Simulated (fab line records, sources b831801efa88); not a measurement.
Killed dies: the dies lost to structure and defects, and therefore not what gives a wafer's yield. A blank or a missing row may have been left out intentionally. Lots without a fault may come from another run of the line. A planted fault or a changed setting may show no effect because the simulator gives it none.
What tool caused it? | flow gf180mcu | 11 lots with 33 wafers sampled at 4 steps, on a route of 602 steps

WHAT EACH GAUGE READ, for each wafer
GF_V5_CD_MEAS_14: target cd 260 nm.
lot  | measured     | on       | cdNm (nm)
L345 | day 27 07:38 | cdSem-01 | 261.6 261.6 260.6
L349 | day 28 06:37 | cdSem-02 | 261.1 260.1 260.0
L351 | day 29 01:41 | cdSem-01 | 260.0 258.7 259.0
L353 | day 29 20:00 | cdSem-01 | 261.0 261.3 261.8
L355 | day 30 11:49 | cdSem-01 | 259.9 260.0 259.6
L356 | day 30 21:10 | cdSem-02 | 259.2 259.0 258.3
L357 | day 31 08:40 | cdSem-01 | 260.6 259.4 260.8
L360 | day 32 02:22 | cdSem-01 | 259.4 261.3 261.0
L361 | day 32 06:22 | cdSem-01 | 259.6 259.6 260.6
L367 | day 33 06:26 | cdSem-01 | 273.4 274.5 274.7
L368 | day 33 09:16 | cdSem-01 | 273.6 272.9 272.7

EACH LOT AND THE TOOL THAT RAN IT (in order: tool; ch and the chambers of the sampled wafers; start)
lot  | GF_MIM_SPUTTER_08           | GF_MIM_STRIP_20                     | GF_V5_EXPOSE_11
L345 | pvdSputter-04, day 24 16:42 | plasmaAsher-03 ch 0,1, day 25 13:53 | krfScanner-02 ch 0, day 26 22:28
L349 | pvdSputter-04, day 25 17:55 | plasmaAsher-04 ch 0,1, day 26 14:22 | krfScanner-02 ch 0, day 27 21:29
L351 | pvdSputter-04, day 26 12:31 | plasmaAsher-02 ch 0,1, day 27 08:44 | krfScanner-02 ch 0, day 28 16:47
L353 | pvdSputter-01, day 27 07:32 | plasmaAsher-02 ch 0,1, day 28 03:36 | krfScanner-02 ch 0, day 29 10:51
L355 | pvdSputter-04, day 28 01:11 | plasmaAsher-02 ch 0,1, day 28 20:22 | krfScanner-02 ch 0, day 30 02:46
L356 | pvdSputter-03, day 28 11:03 | plasmaAsher-02 ch 0,1, day 29 06:32 | krfScanner-01 ch 0, day 30 12:37
L357 | pvdSputter-04, day 29 00:15 | plasmaAsher-04 ch 0,1, day 29 19:29 | krfScanner-01 ch 0, day 31 00:21
L360 | pvdSputter-03, day 29 18:00 | plasmaAsher-03 ch 0,1, day 30 12:46 | krfScanner-01 ch 0, day 31 17:32
L361 | pvdSputter-03, day 29 23:47 | plasmaAsher-04 ch 0,1, day 30 18:17 | krfScanner-01 ch 0, day 31 22:38
L367 | pvdSputter-04, day 31 01:50 | plasmaAsher-02 ch 0,1, day 31 19:34 | krfScanner-02 ch 0, day 32 22:36
L368 | pvdSputter-03, day 31 04:55 | plasmaAsher-02 ch 0,1, day 31 22:25 | krfScanner-02 ch 0, day 33 01:35
- GF_MIM_SPUTTER_08: material AlCu, target thk 200 nm, time 10.6 s.
- GF_MIM_STRIP_20: strips in O2/N2.
- GF_V5_EXPOSE_11: exposes mask Via5, target cd 260 nm.

AS READ BY THE TOOLS THEMSELVES (means over the sampled wafers that have a number; for cases with no such wafer, the mark the record gives instead)
GF_MIM_SPUTTER_08.
lot  | tool          | throttleValvePct (%)
L345 | pvdSputter-04 | 29.1
L349 | pvdSputter-04 | 28.9
L351 | pvdSputter-04 | 29.2
L353 | pvdSputter-01 | 29.5
L355 | pvdSputter-04 | 30.1
L356 | pvdSputter-03 | 30.7
L357 | pvdSputter-04 | 30.2
L360 | pvdSputter-03 | 30.0
L361 | pvdSputter-03 | 31.0
L367 | pvdSputter-04 | 29.7
L368 | pvdSputter-03 | 30.4

GF_MIM_STRIP_20.
lot  | tool           | drypumpMotorCurrentA (A) | heaterPowerW (W) | oesProductAu (a.u.) | platenTempC (C) | stripTimeToEndpointS (s)
L345 | plasmaAsher-03 | 6.2                      | 361              | 0.689               | 249.93          | 11.22
L349 | plasmaAsher-04 | 5.9                      | 331              | 0.691               | 249.79          | 11.21
L351 | plasmaAsher-02 | 5.6                      | 360              | 0.697               | 250.19          | 11.23
L353 | plasmaAsher-02 | 5.3                      | 370              | 0.693               | 250.00          | 11.25
L355 | plasmaAsher-02 | 5.3                      | 367              | 0.692               | 250.11          | 11.21
L356 | plasmaAsher-02 | 5.3                      | 363              | 0.689               | 249.81          | 11.23
L357 | plasmaAsher-04 | 5.6                      | 349              | 0.688               | 250.07          | 11.19
L360 | plasmaAsher-03 | 6.0                      | 352              | 0.691               | 249.91          | 11.18
L361 | plasmaAsher-04 | 6.0                      | 329              | 0.690               | 250.02          | 11.20
L367 | plasmaAsher-02 | 5.3                      | 364              | 0.694               | 250.02          | 11.23
L368 | plasmaAsher-02 | 5.3                      | 368              | 0.693               | 249.99          | 11.19

GF_V5_EXPOSE_11.
lot  | tool          | exposureDoseMJCm2
L345 | krfScanner-02 | 38.7
L349 | krfScanner-02 | 38.7
L351 | krfScanner-02 | 38.7
L353 | krfScanner-02 | 38.8
L355 | krfScanner-02 | 38.8
L356 | krfScanner-01 | 37.9
L357 | krfScanner-01 | 38.0
L360 | krfScanner-01 | 38.0
L361 | krfScanner-01 | 38.0
L367 | krfScanner-02 | 41.9
L368 | krfScanner-02 | 41.9

THE ANSWER, worked out from the rows above alone
Rule: usual is defined by the lots themselves. Put in order of their means at a reading, lots are off if they are a third of the lots or fewer, leave a main group of 4 or more, and stand apart from it by a gap of 3 or more times the standard deviation of the main group's means; of several such gaps the widest counts. A main group is skipped when, at the precision printed for the reading in the tables above, its means are all equal. A lot without any number at a reading at which 4 lots or more have one is off too. The other lots that the step has rows for count as sound. First the gauges in route order, then the tools' own readings, where a lot's mean is used as printed above. At the first step where some lot is off, the reading lying furthest off is the one used; lots without a number count as furthest.
Off, at GF_V5_CD_MEAS_14 on cdNm: L367, L368. For the main group the mean is 260.2 nm and the standard deviation 0.79.
A tool fits if, at a process step before that reading, it ran every lot that is off, and no sound lot after the first of them. Not tried: the gauges at GF_V5_CD_MEAS_14; whatever is off there is also off at GF_V5_EXPOSE_11, on other tools, and gauge error can't account for it. Can't be told from this: 2 tools fit, plasmaAsher-02 at GF_MIM_STRIP_20, krfScanner-02 at GF_V5_EXPOSE_11.

WHAT THE SIMULATOR HAD INSERTED
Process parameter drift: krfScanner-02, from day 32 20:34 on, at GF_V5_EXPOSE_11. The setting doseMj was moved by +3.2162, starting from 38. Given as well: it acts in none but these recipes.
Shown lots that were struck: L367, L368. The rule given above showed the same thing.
